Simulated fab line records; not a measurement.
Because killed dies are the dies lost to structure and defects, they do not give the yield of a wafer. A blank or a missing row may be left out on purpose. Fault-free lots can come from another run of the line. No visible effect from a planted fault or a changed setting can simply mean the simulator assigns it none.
Comparing a struck lot with a sound one	flow sky130	16 steps out of a route of 708
Sound: these wafers, L421.2, L421.3, L421.5. Struck: wafer L416.5; the same lot's L416.6 was not struck, so it is left out; see the end for the cause.
For every step that has rows: the tool of each side, followed by ch and its chambers, followed by its first start. Under that, the readings that differ: sound wafers	struck wafers	difference of the means	sigmas: that difference in standard deviations of wafers without a fault.
alike: words and numbers the same on both sides, and readings whose means are apart by under 2 such deviations; not compared: readings that were withheld, readings missing a value for some wafer, numbers with overlapping values and no deviation given by the record, and bounds like >300 which may hide the same value.
Wherever a step has rows on one side only, a row that says differs or no value, or a row with sigmas, the two part there. Numbers that have no deviation but don't overlap get no sigmas and don't part them. Lack of a reading on every wafer of one side parts them only where that side has two or more wafers.

first, 1 step without rows for these wafers: SKY_FIELD_ISO_CVD_03 (deposits Si3N4 from DCS/NH3, target thk 165 nm, time 2830 s).
SKY_FIELD_ISO_THK_MEAS_04:
  struck on filmMetro-04, day 4 07:25; sound on filmMetro-04, day 5 08:31
  alike: FIELD_ISO_CVD_03_THK
then, 8 steps without rows for these wafers: SKY_FIELD_ISO_DEHYDRATE_05 (time 60 s); SKY_FIELD_ISO_HMDS_06 (prime time 60 s); SKY_FIELD_ISO_COAT_07 (resist thk 60 nm); SKY_FIELD_ISO_COAT_08 (resist thk 450 nm); SKY_FIELD_ISO_SOFTBAKE_09 (time 90 s); SKY_FIELD_ISO_EXPOSE_10 (exposes mask FOM, target cd 150 nm); SKY_FIELD_ISO_PEB_11; SKY_FIELD_ISO_DEVELOP_12 (develop time 60 s).
SKY_FIELD_ISO_CD_MEAS_13: target cd 150 nm.
  struck on cdSem-01, day 5 00:22; sound on cdSem-01, day 6 03:15
  alike: cdNm
SKY_FIELD_ISO_ETCH_14: etches BARC in N2/H2, stops on SiO2, time 45.9 s, target depth 60 nm.
  sound on rieDiel-03 ch 0,1,2, day 6 03:21; struck on rieDiel-02 ch 2, day 5 00:26
  alike: drypumpMotorCurrentA, oesProductAu, throttleValvePct
  not compared: rfHoursCounterH
SKY_FIELD_ISO_ETCH_15: etches the open film in CHF3/O2, stops on Si, target depth 180 nm, time 72 s.
  sound on rieDiel-03 ch 0,1,2, day 6 03:24; struck on rieDiel-02 ch 2, day 5 00:28
reading	sound	struck	difference	sigmas
oesProductAu (a.u.)	0.956 0.951 0.954	0.713	-0.241	-40
throttleValvePct (%)	8.847 8.840 8.836	8.776	-0.065	-7
model.KrF-thick_of_FIELD_ISO_COAT_08.thkNm (nm)	239.1 239 236.7	306.9	+68.6	
  alike: chf3FlowSccm, drypumpMotorCurrentA
  not compared: rfHoursCounterH
SKY_FIELD_ISO_STRIP_16: strips in O2/N2.
  sound on plasmaAsher-01 ch 1, day 6 03:27; struck on plasmaAsher-01 ch 1, day 5 00:34
reading	sound	struck	difference	sigmas
oesProductAu (a.u.)	0.382 0.378 0.380	0.402	+0.022	+5
stripTimeToEndpointS (s)	3.577 3.568 3.552	4.295	+0.729	+27
  alike: drypumpMotorCurrentA
  not compared: rfHoursCounterH
SKY_FIELD_ISO_ETCH_17: etches Si in HBr/Cl2/O2, target depth 342 nm, time 97.7 s.
  sound on rieSi-02 ch 0,1,3, day 6 03:33; struck on rieSi-01 ch 0, day 5 00:38
  alike: drypumpMotorCurrentA, oesProductAu, throttleValvePct
  not compared: rfHoursCounterH
-- the record jumps here: 44 days lie between the struck wafers' starts before and after (it left off in module FIELD_ISO and takes up again in module PAD_OPEN, whose first step shown is number 708 of the route) --
SKY_PAD_OPEN_PROBE_99:
  rows exist in the record for the struck wafers here (prober-02, day 48 19:14), but not for the sound ones

WHERE THEY PART
At SKY_FIELD_ISO_ETCH_15 first; at SKY_PAD_OPEN_PROBE_99 last (within this record only).

WHY: the cause the simulator had injected
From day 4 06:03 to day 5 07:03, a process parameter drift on rieDiel-02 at SKY_FIELD_ISO_ETCH_15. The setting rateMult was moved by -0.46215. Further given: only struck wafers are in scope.
